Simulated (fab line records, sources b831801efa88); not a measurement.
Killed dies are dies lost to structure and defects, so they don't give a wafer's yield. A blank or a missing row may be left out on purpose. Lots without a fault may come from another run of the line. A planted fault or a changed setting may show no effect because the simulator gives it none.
Tool commonality check | flow sfq_line | 14 lots, 48 wafers sampled

WHY IT WAS OPENED
At SFQ_M0_RS_MEAS_904 the reading M0_NB_RS is flagged on 2 of 14 lots. Wafers without a fault read 0.884 ohm/sq, standard deviation 0.013.
Rule: a lot is flagged when every wafer of it that has a number lies more than 4 standard deviations from that mean, or none has a number. The other lots count as sound.

lot  | measured     | on            | M0_NB_RS (ohm/sq), wafer by wafer   | flag
L412 | day 4 19:52  | film_metro-02 | 0.869 0.876 0.866                   |
L414 | day 5 07:53  | film_metro-01 | 0.875 0.883 0.885                   |
L415 | day 5 12:40  | film_metro-01 | 0.903 0.903 0.909                   |
L416 | day 5 17:29  | film_metro-02 | 0.906 0.887 0.890                   |
L417 | day 5 21:05  | film_metro-04 | 0.874 0.894 0.888                   |
L418 | day 6 05:32  | film_metro-02 | 0.875 0.877 0.887                   |
L419 | day 6 12:49  | film_metro-02 | 0.874 0.883 0.873                   |
L420 | day 6 16:25  | film_metro-02 | 0.890 0.908 0.889                   |
L422 | day 7 05:37  | film_metro-02 | 0.759 0.745 0.751 0.759 0.744 0.752 | FLAGGED
L426 | day 8 09:46  | film_metro-02 | 0.753 0.758 0.745 0.754 0.759 0.746 | FLAGGED
L430 | day 9 13:23  | film_metro-02 | 0.909 0.902 0.897                   |
L431 | day 9 20:32  | film_metro-04 | 0.875 0.895 0.892                   |
L432 | day 10 04:59 | film_metro-04 | 0.883 0.885 0.880                   |
L435 | day 14 17:20 | film_metro-02 | 0.873 0.864 0.876                   |
The numbers of the flagged lots are 0.752 ohm/sq on average: -0.132 ohm/sq against the usual, or -10 standard deviations.

WHICH TOOL RAN EACH LOT
The record holds 2 process steps before the reading, out of a route of 325 steps. In each cell: the tool, then ch and the chambers that the sampled wafers went through, then the start.
lot  | flag    | SFQ_TRILAYER_L0_VIA_STRIP_STRIP_017 | SFQ_TRILAYER_M0_DEP_SPUTTER_019
L412 |         | rie_metal-02 ch 0,1, day 4 18:59    | pvd_sputter-03, day 4 19:47
L414 |         | rie_metal-04 ch 0,1, day 5 06:59    | pvd_sputter-04, day 5 07:47
L415 |         | rie_metal-02 ch 0,1, day 5 11:47    | pvd_sputter-05, day 5 12:35
L416 |         | rie_metal-04 ch 0,1, day 5 16:35    | pvd_sputter-04, day 5 17:23
L417 |         | rie_metal-04 ch 0,1, day 5 20:11    | pvd_sputter-03, day 5 20:59
L418 |         | rie_metal-03 ch 0,1, day 6 04:47    | pvd_sputter-04, day 6 05:23
L419 |         | rie_metal-04 ch 0,1, day 6 12:05    | pvd_sputter-04, day 6 12:41
L420 |         | rie_metal-02 ch 0,1, day 6 15:41    | pvd_sputter-05, day 6 16:17
L422 | FLAGGED | rie_metal-04 ch 0,1, day 7 04:53    | pvd_sputter-04, day 7 05:29
L426 | FLAGGED | rie_metal-02 ch 0,1, day 8 08:51    | pvd_sputter-04, day 8 09:39
L430 |         | rie_metal-02 ch 0,1, day 9 12:39    | pvd_sputter-05, day 9 13:15
L431 |         | rie_metal-03 ch 0,1, day 9 19:39    | pvd_sputter-03, day 9 20:27
L432 |         | rie_metal-04 ch 0,1, day 10 04:03   | pvd_sputter-05, day 10 04:52
L435 |         | rie_metal-03 ch 0,1, day 14 16:26   | pvd_sputter-04, day 14 17:14
What these steps do:
- SFQ_TRILAYER_L0_VIA_STRIP_STRIP_017: strips in O2.
- SFQ_TRILAYER_M0_DEP_SPUTTER_019: material Nb, target thk 200 nm, time 133.3 s.
- SFQ_M0_RS_MEAS_904: measures by four-point-probe.

FLAGGED OVER TOTAL, TOOL BY TOOL (the gauges that took the reading come last)
step                                | tool           | lots run | flagged | share of the flagged lots | sound lots run after its first flagged lot
SFQ_TRILAYER_L0_VIA_STRIP_STRIP_017 | rie_metal-02   | 5        | 1       | some                      | 1 (L430)
SFQ_TRILAYER_L0_VIA_STRIP_STRIP_017 | rie_metal-03   | 3        | 0       | none                      | -
SFQ_TRILAYER_L0_VIA_STRIP_STRIP_017 | rie_metal-04   | 6        | 1       | some                      | 1 (L432)
SFQ_TRILAYER_M0_DEP_SPUTTER_019     | pvd_sputter-03 | 3        | 0       | none                      | -
SFQ_TRILAYER_M0_DEP_SPUTTER_019     | pvd_sputter-04 | 7        | 2       | all                       | 1 (L435)
SFQ_TRILAYER_M0_DEP_SPUTTER_019     | pvd_sputter-05 | 4        | 0       | none                      | -
SFQ_M0_RS_MEAS_904                  | film_metro-01  | 2        | 0       | none                      | -
SFQ_M0_RS_MEAS_904                  | film_metro-02  | 9        | 2       | all                       | 2 (L430,L435)
SFQ_M0_RS_MEAS_904                  | film_metro-04  | 3        | 0       | none                      | -

WHAT THE TABLE ALLOWS
2 rows of the table ran every flagged lot: pvd_sputter-04 at SFQ_TRILAYER_M0_DEP_SPUTTER_019, film_metro-02 at SFQ_M0_RS_MEAS_904.
- pvd_sputter-04 at SFQ_TRILAYER_M0_DEP_SPUTTER_019: 2 of its 7 lots flagged. Sound lots ran on it after the first flagged one (L435), which a lasting fault on the whole tool wouldn't allow.
- film_metro-02 at SFQ_M0_RS_MEAS_904: 2 of its 9 lots flagged. Sound lots ran on it after the first flagged one (L430, L435), which a lasting fault on the whole tool wouldn't allow.
No row of the table ran every flagged lot and no sound lot after the first.

WHAT THE SIMULATOR HAD PUT IN
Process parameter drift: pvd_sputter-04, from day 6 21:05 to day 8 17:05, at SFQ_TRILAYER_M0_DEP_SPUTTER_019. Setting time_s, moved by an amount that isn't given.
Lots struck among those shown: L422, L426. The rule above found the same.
